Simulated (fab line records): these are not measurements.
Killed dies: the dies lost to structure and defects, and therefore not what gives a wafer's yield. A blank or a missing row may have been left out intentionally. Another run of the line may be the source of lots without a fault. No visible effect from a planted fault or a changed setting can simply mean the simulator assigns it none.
Which of the tools did it? | flow sky130 | 7 lots, 21 wafers sampled, at 4 steps of a route of 708

== WHAT THE GAUGES SHOWED, per wafer ==
SKY_CAP2M_RS_MEAS_03: measures by four-point-probe.
lot  | measured     | on           | CAP2M_TIN_RS (ohm/sq)
L260 | day 40 14:07 | filmMetro-03 | 6.83 6.91 6.82
L263 | day 41 10:56 | filmMetro-01 | 6.89 6.94 6.95
L265 | day 42 05:00 | filmMetro-02 | 6.81 6.82 6.84
L268 | day 43 02:20 | filmMetro-02 | 6.89 6.92 6.99
L275 | day 45 01:37 | filmMetro-01 | - - -
L276 | day 45 11:20 | filmMetro-03 | - - -
L279 | day 45 22:14 | filmMetro-02 | 6.87 6.84 6.82

== EACH LOT AND THE TOOL THAT RAN IT (in order: tool; ch and the chambers of the sampled wafers; start) ==
lot  | SKY_FIELD_ISO_ETCH_17          | SKY_VT_ADJUST_HVTR_STRIP_10         | SKY_CAP2M_SPUTTER_02
L260 | rieSi-02 ch 0,2,3, day 2 21:49 | plasmaAsher-01 ch 0, day 10 08:17   | pvdSputter-04, day 40 13:59
L263 | rieSi-01 ch 0,1,2, day 3 11:07 | plasmaAsher-03 ch 0,1, day 11 00:02 | pvdSputter-02, day 41 10:50
L265 | rieSi-02 ch 1,2, day 4 00:04   | plasmaAsher-02 ch 0,1, day 11 20:53 | pvdSputter-04, day 42 04:52
L268 | rieSi-02 ch 0,1,2, day 4 16:13 | plasmaAsher-03 ch 0,1, day 12 18:44 | pvdSputter-02, day 43 02:13
L275 | rieSi-01 ch 0,1,2, day 6 10:13 | plasmaAsher-02 ch 0,1, day 15 10:35 | pvdSputter-03, day 45 01:29
L276 | rieSi-01 ch 1,2,3, day 6 18:19 | plasmaAsher-01 ch 0,1, day 15 21:29 | pvdSputter-02, day 45 11:14
L279 | rieSi-01 ch 0,1,3, day 7 00:51 | plasmaAsher-03 ch 0,1, day 16 06:41 | pvdSputter-04, day 45 22:08
- SKY_FIELD_ISO_ETCH_17: etches Si in HBr/Cl2/O2, target depth 342 nm, time 97.7 s.
- SKY_VT_ADJUST_HVTR_STRIP_10: strips in O2/N2.
- SKY_CAP2M_SPUTTER_02: material TiN, target thk 200 nm, time 166.7 s.

== THE ANSWER, worked out from the rows above alone ==
Rule: what is usual is taken from the lots themselves. Put in order of their means at a reading, lots are off if they are a third of the lots or fewer, leave a main group of 4 or more, and stand apart from it by a gap of 3 or more times the standard deviation of the main group's means; of several such gaps the widest counts. If all means in a main group match to the digits the tables above print for the reading, that group is not used. Also off: a lot with no number at a reading for which 4 or more lots have one. Any other lot the step has rows for is counted as sound.
Off: at SKY_CAP2M_RS_MEAS_03 (CAP2M_TIN_RS), L275, L276. Without a number there: L275, L276. For the main group the mean is 6.88 ohm/sq and the standard deviation 0.045.
If a tool, at a process step before that reading, ran all the lots that are off and no sound lot after the first of them, it fits. Gauges at SKY_CAP2M_RS_MEAS_03: tried the same way as those tools. No candidate that was tried fits.

== WHAT HAD BEEN PUT IN BY THE SIMULATOR ==
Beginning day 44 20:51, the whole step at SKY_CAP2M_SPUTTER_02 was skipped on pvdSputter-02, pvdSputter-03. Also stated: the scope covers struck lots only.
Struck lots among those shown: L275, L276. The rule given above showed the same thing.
